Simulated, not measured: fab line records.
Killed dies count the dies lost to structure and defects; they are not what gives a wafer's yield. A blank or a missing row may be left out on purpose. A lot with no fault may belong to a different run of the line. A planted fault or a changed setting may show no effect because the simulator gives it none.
Which of the tools did it? ; flow sky130 ; Sampling: 15 lots, 45 wafers, 5 of 708 route steps

## WHAT THE GAUGES READ, wafer by wafer
SKY_POLY_GATE_CD_MEAS_13 targets a cd of 150 nm.
lot;measured;on;cdNm (nm)
L846;day 16 15:14;cdSem-01;150.5 150.7 149.7
L845;day 16 15:33;cdSem-01;152.2 150.4 151.0
L848;day 17 10:12;cdSem-02;149.2 148.9 148.8
L849;day 18 22:29;cdSem-02;150.3 150.3 149.7
L852;day 18 23:05;cdSem-02;150.8 150.1 149.6
L859;day 21 13:09;cdSem-01;150.5 149.7 148.7
L860;day 22 02:11;cdSem-02;149.7 150.6 149.9
L861;day 22 08:43;cdSem-01;149.5 148.2 148.2
L862;day 22 12:51;cdSem-02;151.0 150.4 150.6
L863;day 22 17:07;cdSem-02;149.1 150.4 150.5
L865;day 23 19:33;cdSem-02;151.7 151.9 152.5
L864;day 23 19:52;cdSem-01;149.5 150.0 148.9
L866;day 23 23:29;cdSem-01;148.8 149.5 149.6
L867;day 24 05:45;cdSem-02;148.6 149.8 149.6
L868;day 24 16:23;cdSem-02;151.3 151.4 152.3

SKY_LDD_HVP_TW_MEAS_10.
lot;measured;on;LDD_HVP_TW
L846;day 21 21:21;filmMetro-01;459 459 458
L845;day 21 21:31;filmMetro-01;460 460 460
L848;day 22 17:16;filmMetro-01;459 457 455
L849;day 24 04:11;filmMetro-04;452 451 454
L852;day 24 04:16;filmMetro-01;460 458 459
L859;day 26 15:57;filmMetro-04;455 451 452
L860;day 27 03:08;filmMetro-04;450 450 452
L861;day 27 09:38;filmMetro-02;455 457 459
L862;day 27 14:04;filmMetro-04;449 451 451
L863;day 27 18:49;filmMetro-04;451 451 450
L865;day 28 20:43;filmMetro-01;460 459 461
L864;day 28 20:56;filmMetro-04;451 452 452
L866;day 28 22:26;filmMetro-04;449 447 448
L867;day 29 03:13;filmMetro-01;459 459 460
L868;day 29 14:07;filmMetro-01;458 458 455

SKY_SD_P_CD_MEAS_07 targets a cd of 380 nm.
lot;measured;on;cdNm (nm)
L846;day 25 16:49;cdSem-02;381 381 380
L845;day 25 17:37;cdSem-02;378 375 378
L848;day 26 12:25;cdSem-02;384 383 385
L849;day 27 21:34;cdSem-02;374 374 374
L852;day 27 22:28;cdSem-01;379 379 377
L859;day 30 08:55;cdSem-02;- - -
L860;day 30 17:13;cdSem-01;- - -
L861;day 31 00:44;cdSem-01;- - -
L862;day 31 04:00;cdSem-02;374 376 374
L863;day 31 09:20;cdSem-02;378 379 380
L865;day 32 09:46;cdSem-02;380 380 377
L864;day 32 10:55;cdSem-01;382 382 383
L866;day 32 14:03;cdSem-01;376 378 375
L867;day 32 18:58;cdSem-01;377 376 375
L868;day 33 03:52;cdSem-01;376 379 376

SKY_RES_XHIGH_TW_MEAS_09.
lot;measured;on;RES_XHIGH_TW
L846;day 26 22:44;filmMetro-03;1626 1645 1626
L845;day 26 23:20;filmMetro-02;1645 1640 1643
L848;day 27 17:47;filmMetro-01;1651 1653 1648
L849;day 29 02:04;filmMetro-02;1654 1641 1640
L852;day 29 02:40;filmMetro-02;1637 1635 1645
L859;day 31 13:40;filmMetro-02;2854 2864 2852
L860;day 31 21:40;filmMetro-02;2864 2871 2882
L861;day 32 04:58;filmMetro-01;2884 2894 2884
L862;day 32 07:26;filmMetro-02;1633 1632 1645
L863;day 32 12:17;filmMetro-03;1636 1629 1635
L865;day 33 13:29;filmMetro-03;1631 1638 1620
L864;day 33 14:08;filmMetro-01;1651 1651 1666
L866;day 33 17:25;filmMetro-03;1631 1625 1633
L867;day 33 22:43;filmMetro-03;1632 1634 1633
L868;day 34 06:48;filmMetro-02;1632 1633 1628

## TOOL THAT RAN EACH LOT (tool first, then ch and the chambers of the sampled wafers, then the start)
lot;SKY_SD_P_COAT_02
L846;lithoTrack-04 ch 0, day 25 02:20
L845;lithoTrack-01 ch 0, day 25 03:31
L848;lithoTrack-01 ch 0, day 25 21:25
L849;lithoTrack-04 ch 0, day 27 07:26
L852;lithoTrack-04 ch 0, day 27 08:40
L859;lithoTrack-04, day 29 19:14
L860;lithoTrack-03, day 30 03:24
L861;lithoTrack-03, day 30 09:54
L862;lithoTrack-01 ch 0, day 30 12:52
L863;lithoTrack-04 ch 0, day 30 18:40
L865;lithoTrack-04 ch 0, day 31 19:31
L864;lithoTrack-03 ch 0, day 31 20:42
L866;lithoTrack-03 ch 0, day 31 22:57
L867;lithoTrack-03 ch 0, day 32 05:00
L868;lithoTrack-01 ch 0, day 32 15:01
- SKY_SD_P_COAT_02: resist thk 1140 nm.

## WHAT THE TOOLS THEMSELVES READ (means of the sampled wafers that have a number; where no wafer has one, the mark that the record gives instead)
SKY_SD_P_COAT_02.
lot;tool;chillPlateTempC (C);dispensePressureKPa (kPa)
L846;lithoTrack-04;23.02;44.7
L845;lithoTrack-01;22.91;50.8
L848;lithoTrack-01;22.93;50.8
L849;lithoTrack-04;22.91;44.7
L852;lithoTrack-04;23.13;44.7
L859;lithoTrack-04;-;-
L860;lithoTrack-03;-;-
L861;lithoTrack-03;-;-
L862;lithoTrack-01;22.93;50.8
L863;lithoTrack-04;23.13;44.7
L865;lithoTrack-04;22.94;44.7
L864;lithoTrack-03;23.03;46.0
L866;lithoTrack-03;22.91;45.9
L867;lithoTrack-03;23.02;46.0
L868;lithoTrack-01;23.08;50.8

## THE ANSWER, worked out from the rows above alone
Rule: the lots themselves supply what counts as usual. Put in order of their means at a reading, lots are off if they are a third of the lots or fewer, leave a main group of 4 or more, and stand apart from it by a gap of 3 or more times the standard deviation of the main group's means; of several such gaps the widest counts. A main group is skipped when, at the precision printed for the reading in the tables above, its means are all equal. Also off: a lot with no number at a reading for which 4 or more lots have one. The other lots that the step has rows for count as sound. After the gauges, taken in route order, come the tools' own readings; for these a lot's mean is taken, as printed above. The first step at which some lot is off is used, and at that step the reading that is off furthest; a lot without a number counts as furthest.
Off: L859, L860, L861 (SKY_SD_P_CD_MEAS_07, cdNm). Without a number there: L859, L860, L861. Mean 378 nm and standard deviation 2.9 in the main group.
A tool fits if, at a process step before that reading, it ran every lot that is off, and no sound lot after the first of them. The gauges at SKY_SD_P_CD_MEAS_07 aren't tried: what is off there is off at SKY_RES_XHIGH_TW_MEAS_09 too, on other tools, and a gauge's error can't cause that. Not one of the candidates tried fits.

## WHAT HAD BEEN PUT IN BY THE SIMULATOR
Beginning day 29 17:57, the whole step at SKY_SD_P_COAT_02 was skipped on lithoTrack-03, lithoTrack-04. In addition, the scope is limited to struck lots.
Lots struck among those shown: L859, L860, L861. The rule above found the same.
